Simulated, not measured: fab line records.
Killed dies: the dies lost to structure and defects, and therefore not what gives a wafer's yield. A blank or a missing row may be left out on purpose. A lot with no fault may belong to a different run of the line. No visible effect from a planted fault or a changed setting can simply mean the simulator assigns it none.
2 desks looking at one fault || flow gf180mcu || each desk holds nothing but its own numbers, with what lay behind them at the end

FROM THE METROLOGY DESK
What the gauges read, lot by lot, whatever tool the lot ran on: means of the sampled wafers that have a number. Marked OUT: a lot whose mean sits more than 4 standard deviations from the usual mean, which makes it out of limits; the brackets give that distance.
Columns: A = NWELL_TW at GF_NWELL_TW_MEAS_11, usual 1565; B = MVPSD_OVL at GF_MVPSD_OVL_MEAS_07, usual 0.8 nm
{"lot": "L141", "first seen here": "day 3 14:14", "A": 1562, "B": 1.8}
{"lot": "L142", "first seen here": "day 3 17:10", "A": 1574, "B": -0.3}
{"lot": "L143", "first seen here": "day 3 22:53", "A": 1569, "B": -0.5}
{"lot": "L145", "first seen here": "day 4 10:53", "A": 1576, "B": 2.9}
{"lot": "L147", "first seen here": "day 4 21:14", "A": 1560, "B": 3.1}
{"lot": "L148", "first seen here": "day 5 03:50", "A": 1551, "B": -0.1}
{"lot": "L150", "first seen here": "day 5 15:35", "A": 1575, "B": 1.3}
{"lot": "L151", "first seen here": "day 5 20:53", "A": 1552, "B": -0.7}
{"lot": "L154", "first seen here": "day 6 11:24", "A": 1575, "B": 0.5}
{"lot": "L155", "first seen here": "day 6 17:30", "A": 1559, "B": 1.1}
{"lot": "L156", "first seen here": "day 7 00:05", "A": 1573, "B": 1.8}
{"lot": "L157", "first seen here": "day 7 04:08", "A": 1575, "B": 0.7}
{"lot": "L160", "first seen here": "day 7 20:53", "A": 1552, "B": -0.9}
{"lot": "L162", "first seen here": "day 8 08:11", "A": 1580, "B": 0.0}
Result from this desk: across the 14 lots, nothing is out of limits.

TOOL OWNER'S DESK, litho track-04
The tool's own readings at GF_VT_IMPLANT_DEHYDRATE_00 (time 60 s): means of the sampled wafers that have a number, for each lot that ran on this tool. Marked OUT: a lot whose mean sits more than 4 standard deviations from the usual mean, which makes it out of limits; the brackets give that distance.
Columns: A = heater power total W at GF_VT_IMPLANT_DEHYDRATE_00, usual 160.35 W; B = plate temp C at GF_VT_IMPLANT_DEHYDRATE_00, usual 200.03 C
{"lot": "L142", "first seen here": "day 5 16:29", "A": 160.38, "B": 200.19}
{"lot": "L151", "first seen here": "day 8 03:19", "A": 160.31, "B": 200.07}
{"lot": "L160", "first seen here": "day 10 08:38", "A": "149.81 (-88) OUT", "B": "189.85 (-64) OUT"}
{"lot": "L162", "first seen here": "day 10 21:13", "A": "149.85 (-88) OUT", "B": "189.55 (-66) OUT"}
This desk's finding: out of limits on L160, L162; first on L160, day 10 08:38 (heater power total W at GF_VT_IMPLANT_DEHYDRATE_00). In limits: L142, L151.

PUT TOGETHER
On L160, L162, at day 10 08:38, an alarm was possible from the tool owner's desk.
Nothing out of limits was seen by the metrology desk.
The metrology desk holds a record of L160, L162, inside its limits.
The lots listed all ran GF_VT_IMPLANT_DEHYDRATE_00 on litho track-04.

WHAT WAS PUT IN BY THE SIMULATOR
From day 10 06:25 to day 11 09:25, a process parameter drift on litho track-04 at GF_VT_IMPLANT_DEHYDRATE_00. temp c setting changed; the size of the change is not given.
Shown lots that were struck: L160, L162.
Each desk's first reading out of limits, in hours after the fault started: the tool owner's desk, 2.
